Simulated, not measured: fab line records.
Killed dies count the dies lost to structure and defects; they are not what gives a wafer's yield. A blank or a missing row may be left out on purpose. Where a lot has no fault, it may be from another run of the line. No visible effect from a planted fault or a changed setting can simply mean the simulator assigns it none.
What tool caused it? || flow sky130 || Sampling: 15 lots, 45 wafers, 3 of 708 route steps

== WHAT EACH GAUGE READ, for each wafer ==
SKY_VIA3_BOW_MEAS_03.
{"lot": "L666", "measured": "day 38 09:02", "on": "film metro-02", "VIA3_BOW (um)": "74 84 73"}
{"lot": "L668", "measured": "day 39 05:07", "on": "film metro-02", "VIA3_BOW (um)": "76 60 76"}
{"lot": "L667", "measured": "day 39 11:34", "on": "film metro-02", "VIA3_BOW (um)": "84 78 95"}
{"lot": "L669", "measured": "day 39 14:30", "on": "film metro-02", "VIA3_BOW (um)": "67 86 83"}
{"lot": "L671", "measured": "day 40 05:22", "on": "film metro-03", "VIA3_BOW (um)": "80 79 73"}
{"lot": "L672", "measured": "day 40 15:58", "on": "film metro-01", "VIA3_BOW (um)": "72 81 78"}
{"lot": "L674", "measured": "day 41 03:05", "on": "film metro-01", "VIA3_BOW (um)": "82 74 79"}
{"lot": "L678", "measured": "day 42 15:44", "on": "film metro-01", "VIA3_BOW (um)": "84 81 78"}
{"lot": "L680", "measured": "day 42 23:38", "on": "film metro-02", "VIA3_BOW (um)": "67 56 60"}
{"lot": "L681", "measured": "day 43 01:45", "on": "film metro-02", "VIA3_BOW (um)": "77 65 71"}
{"lot": "L685", "measured": "day 44 10:59", "on": "film metro-01", "VIA3_BOW (um)": "69 80 71"}
{"lot": "L687", "measured": "day 44 13:49", "on": "film metro-02", "VIA3_BOW (um)": "75 72 70"}
{"lot": "L686", "measured": "day 44 20:40", "on": "film metro-01", "VIA3_BOW (um)": "78 89 67"}
{"lot": "L688", "measured": "day 45 02:58", "on": "film metro-03", "VIA3_BOW (um)": "74 73 86"}
{"lot": "L689", "measured": "day 45 05:33", "on": "film metro-01", "VIA3_BOW (um)": "69 66 65"}

SKY_VIA3_RS_MEAS_22: measures by four-point-probe.
{"lot": "L666", "measured": "day 39 11:17", "on": "film metro-03", "VIA3_W_RS (ohm/sq)": "0.2912 0.2916 0.2934"}
{"lot": "L668", "measured": "day 40 06:40", "on": "film metro-01", "VIA3_W_RS (ohm/sq)": "0.2944 0.2936 0.2950"}
{"lot": "L667", "measured": "day 40 14:04", "on": "film metro-03", "VIA3_W_RS (ohm/sq)": "0.2941 0.2935 0.2972"}
{"lot": "L669", "measured": "day 40 16:26", "on": "film metro-01", "VIA3_W_RS (ohm/sq)": "0.2966 0.2984 0.2974"}
{"lot": "L671", "measured": "day 41 06:13", "on": "film metro-03", "VIA3_W_RS (ohm/sq)": "0.2981 0.2960 0.2924"}
{"lot": "L672", "measured": "day 41 16:37", "on": "film metro-03", "VIA3_W_RS (ohm/sq)": "0.2923 0.2886 0.2893"}
{"lot": "L674", "measured": "day 42 04:00", "on": "film metro-01", "VIA3_W_RS (ohm/sq)": "0.2938 0.2917 0.2939"}
{"lot": "L678", "measured": "day 43 16:32", "on": "film metro-01", "VIA3_W_RS (ohm/sq)": "0.2888 0.2912 0.2937"}
{"lot": "L680", "measured": "day 43 23:25", "on": "film metro-02", "VIA3_W_RS (ohm/sq)": "0.2915 0.2933 0.2927"}
{"lot": "L681", "measured": "day 44 01:59", "on": "film metro-02", "VIA3_W_RS (ohm/sq)": "0.2952 0.2955 0.3003"}
{"lot": "L685", "measured": "day 45 10:13", "on": "film metro-01", "VIA3_W_RS (ohm/sq)": "0.2921 0.2945 0.2924"}
{"lot": "L687", "measured": "day 45 12:01", "on": "film metro-03", "VIA3_W_RS (ohm/sq)": "0.2885 0.2868 0.2870"}
{"lot": "L686", "measured": "day 45 19:30", "on": "film metro-03", "VIA3_W_RS (ohm/sq)": "0.2908 0.2903 0.2958"}
{"lot": "L688", "measured": "day 46 01:25", "on": "film metro-01", "VIA3_W_RS (ohm/sq)": "0.2967 0.2985 0.2951"}
{"lot": "L689", "measured": "day 46 03:20", "on": "film metro-01", "VIA3_W_RS (ohm/sq)": "0.2956 0.2923 0.2940"}

== TOOL THAT RAN EACH LOT (tool first, then ch and the chambers of the sampled wafers, then the start) ==
{"lot": "L666", "SKY_VIA3_CVD_21": "cvd w-02 ch 0,1, day 39 11:08"}
{"lot": "L668", "SKY_VIA3_CVD_21": "cvd w-02 ch 0,1, day 40 06:32"}
{"lot": "L667", "SKY_VIA3_CVD_21": "cvd w-01 ch 0,1, day 40 13:56"}
{"lot": "L669", "SKY_VIA3_CVD_21": "cvd w-02 ch 0,1, day 40 16:18"}
{"lot": "L671", "SKY_VIA3_CVD_21": "cvd w-02 ch 0,1, day 41 06:05"}
{"lot": "L672", "SKY_VIA3_CVD_21": "cvd w-02 ch 0,1, day 41 16:29"}
{"lot": "L674", "SKY_VIA3_CVD_21": "cvd w-01 ch 1, day 42 03:46"}
{"lot": "L678", "SKY_VIA3_CVD_21": "cvd w-01 ch 1, day 43 16:20"}
{"lot": "L680", "SKY_VIA3_CVD_21": "cvd w-02 ch 1, day 43 23:17"}
{"lot": "L681", "SKY_VIA3_CVD_21": "cvd w-01 ch 0,1, day 44 01:52"}
{"lot": "L685", "SKY_VIA3_CVD_21": "cvd w-01 ch 0,1, day 45 10:05"}
{"lot": "L687", "SKY_VIA3_CVD_21": "cvd w-02 ch 0,1, day 45 11:53"}
{"lot": "L686", "SKY_VIA3_CVD_21": "cvd w-02 ch 0, day 45 19:23"}
{"lot": "L688", "SKY_VIA3_CVD_21": "cvd w-01 ch 0,1, day 46 01:16"}
{"lot": "L689", "SKY_VIA3_CVD_21": "cvd w-01 ch 0,1, day 46 03:12"}
- SKY_VIA3_CVD_21: deposits W, target thk 390 nm, time 117.31 s.

== AS READ BY THE TOOLS THEMSELVES (means over the sampled wafers that have a number; for cases with no such wafer, the mark the record gives instead) ==
SKY_VIA3_CVD_21.
{"lot": "L666", "tool": "cvd w-02", "heater power w (W)": 825}
{"lot": "L668", "tool": "cvd w-02", "heater power w (W)": 752}
{"lot": "L667", "tool": "cvd w-01", "heater power w (W)": 889}
{"lot": "L669", "tool": "cvd w-02", "heater power w (W)": 810}
{"lot": "L671", "tool": "cvd w-02", "heater power w (W)": 811}
{"lot": "L672", "tool": "cvd w-02", "heater power w (W)": 796}
{"lot": "L674", "tool": "cvd w-01", "heater power w (W)": 910}
{"lot": "L678", "tool": "cvd w-01", "heater power w (W)": 915}
{"lot": "L680", "tool": "cvd w-02", "heater power w (W)": 864}
{"lot": "L681", "tool": "cvd w-01", "heater power w (W)": 867}
{"lot": "L685", "tool": "cvd w-01", "heater power w (W)": 859}
{"lot": "L687", "tool": "cvd w-02", "heater power w (W)": 814}
{"lot": "L686", "tool": "cvd w-02", "heater power w (W)": 699}
{"lot": "L688", "tool": "cvd w-01", "heater power w (W)": 900}
{"lot": "L689", "tool": "cvd w-01", "heater power w (W)": 894}

== THE ANSWER, worked out from the rows above alone ==
Rule: the lots themselves supply what counts as usual. The widest of any qualifying gaps counts: lots, ordered by their means at a reading, are off when they make up no more than a third of the lots, leave a main group of 4 or more, and stand apart from it by 3 or more times the standard deviation of that group's means. A main group whose means are all the same, to the digits that the tables above print for the reading, isn't used. Also off: a lot with no number at a reading for which 4 or more lots have one. Any other lot the step has rows for is counted as sound. The gauges are gone through in route order, then the tools' own readings, and for those a lot's mean is taken as printed above. The first step at which some lot is off is used, and at that step the reading that is off furthest; a lot without a number counts as furthest.
Across all readings shown, no lot is off: no conclusion can be drawn from this.

== WHAT WAS PUT IN BY THE SIMULATOR ==
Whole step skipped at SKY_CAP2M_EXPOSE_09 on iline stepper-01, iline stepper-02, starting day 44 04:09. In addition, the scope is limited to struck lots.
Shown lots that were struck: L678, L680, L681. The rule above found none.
